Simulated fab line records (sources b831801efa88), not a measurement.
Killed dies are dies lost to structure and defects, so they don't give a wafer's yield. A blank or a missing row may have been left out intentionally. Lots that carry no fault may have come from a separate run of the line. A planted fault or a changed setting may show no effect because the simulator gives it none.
Struck lot and sound lot, side by side    flow sky130    18 steps out of a route of 708
Sound: wafers L482.1, L482.2, L482.6. Wafers struck: L492.3, L492.4, L492.5. Last of all comes the cause.
For every step that has rows: the tool of each side, followed by ch and its chambers, followed by its first start. Under that, the readings that differ: sound wafers    struck wafers    difference of the means    sigmas: that difference in standard deviations of wafers without a fault.
alike: a reading whose means differ by less than 2 such deviations, as well as words and numbers matching on both sides. not compared: withheld readings; readings where some wafer has no value; bounds like >300 that might hide an equal value; numbers whose values overlap and for which the record gives no deviation.
The two part at a step that has a row with sigmas, a row that says differs or no value, or rows on one side only. When numbers do not overlap yet have no deviation, they are printed without sigmas and do not part them. Lack of a reading on every wafer of one side parts them only where that side has two or more wafers.

SKY_SONOS_ONO_CD_MEAS_13: target cd 410 nm.
  struck on cdSem-01, day 16 12:17; sound on cdSem-01, day 12 23:09
  alike: cdNm
SKY_SONOS_ONO_OVL_MEAS_14:
  struck on overlay-02, day 16 12:23; sound on overlay-02, day 12 23:16
  alike: SONOS_ONO_OVL
SKY_SONOS_ONO_ETCH_15: etches the open film in CHF3/O2, target depth 19.52 nm, time 7.8 s.
  sound on rieDiel-01 ch 0,2, day 12 23:18; struck on rieDiel-01 ch 1,2,3, day 16 12:24
  alike: chf3FlowSccm, drypumpMotorCurrentA, oesProductAu, throttleValvePct
  not compared: rfHoursCounterH
then, 1 step without rows for these wafers: SKY_SONOS_ONO_WET_ETCH_16 (etches SiO2 in dHF, target depth 14 nm, time 276 s).
SKY_SONOS_ONO_STRIP_17: strips in O2/N2.
  sound on plasmaAsher-02 ch 0,1, day 12 23:25; struck on plasmaAsher-01 ch 0,1, day 16 12:33
  alike: drypumpMotorCurrentA, oesProductAu, stripTimeToEndpointS
  not compared: rfHoursCounterH
then, 3 steps without rows for these wafers: SKY_SONOS_ONO_WET_ETCH_18 (etches Si3N4 in H3PO4, target depth 15 nm, time 172 s); SKY_GATE_OXIDE_CLEAN_00 (cleans in SC1/SC2, time 150 s); SKY_GATE_OXIDE_OXIDATION_01 (stabilise 600 s, purge 300 s, target thk 10.268 nm).
SKY_GATE_OXIDE_THK_MEAS_02:
  struck on filmMetro-01, day 16 14:34; sound on filmMetro-01, day 13 01:02
  alike: GATE_OXIDE_OXIDATION_00_THK
then, 3 steps without rows for these wafers: SKY_GATE_OXIDE_DEHYDRATE_03 (time 60 s); SKY_GATE_OXIDE_HMDS_04 (prime time 60 s); SKY_GATE_OXIDE_COAT_05 (resist thk 1140 nm).
SKY_GATE_OXIDE_SOFTBAKE_06: time 60 s.
  sound on lithoTrack-04 ch 0, day 13 13:42; struck on lithoTrack-03 ch 0, day 17 04:06
reading                                         sound              struck             difference  sigmas
heaterPowerTotalW (W)                           56.58 56.60 56.62  59.03 59.02 58.95  +2.40       +52
plateTempC (C)                                  89.89 90.12 90.23  92.73 92.81 92.74  +2.68       +24
model.NOVOLAK_of_GATE_OXIDE_COAT_05.thkNm (nm)  1142 1142 1143     1131 1130 1131     -12         
  alike: chillPlateTempC
then, 2 steps without rows for these wafers: SKY_GATE_OXIDE_EXPOSE_07 (exposes mask LVOM, target cd 600 nm); SKY_GATE_OXIDE_PEB_08.
SKY_GATE_OXIDE_DEVELOP_09: develop time 60 s.
  sound on lithoTrack-01 ch 0, day 14 02:32; struck on lithoTrack-01 ch 0, day 17 19:05
reading                                         sound           struck          difference  sigmas
model.NOVOLAK_of_GATE_OXIDE_COAT_05.thkNm (nm)  1141 1142 1143  1130 1129 1131  -12         
  alike: chillPlateTempC
SKY_GATE_OXIDE_OVL_MEAS_10:
  struck on overlay-01, day 17 19:11; sound on overlay-01, day 14 02:41
  alike: GATE_OXIDE_OVL
-- the record jumps here: 31 days lie between the struck wafers' starts before and after (it left off in module GATE_OXIDE and takes up again in module PAD_OPEN, whose first step shown is number 708 of the route) --
SKY_PAD_OPEN_PROBE_99:
  struck on prober-02, day 48 14:37; sound on prober-02, day 46 02:31
  alike: killed_at_M0_to_M3, killed_at_M4_up, killedAtContacts, killedAtFrontEnd, killedAtOther, killedDies, killedOnRim, killedOpen, killedShort

## WHERE THEY PART
Only at SKY_GATE_OXIDE_SOFTBAKE_06, as far as this record shows. Later steps at which nothing parts them and some readings are alike: SKY_GATE_OXIDE_DEVELOP_09, SKY_GATE_OXIDE_OVL_MEAS_10, SKY_PAD_OPEN_PROBE_99.

WHY: the cause the simulator had injected
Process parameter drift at SKY_GATE_OXIDE_SOFTBAKE_06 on lithoTrack-03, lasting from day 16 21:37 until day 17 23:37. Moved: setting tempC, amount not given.
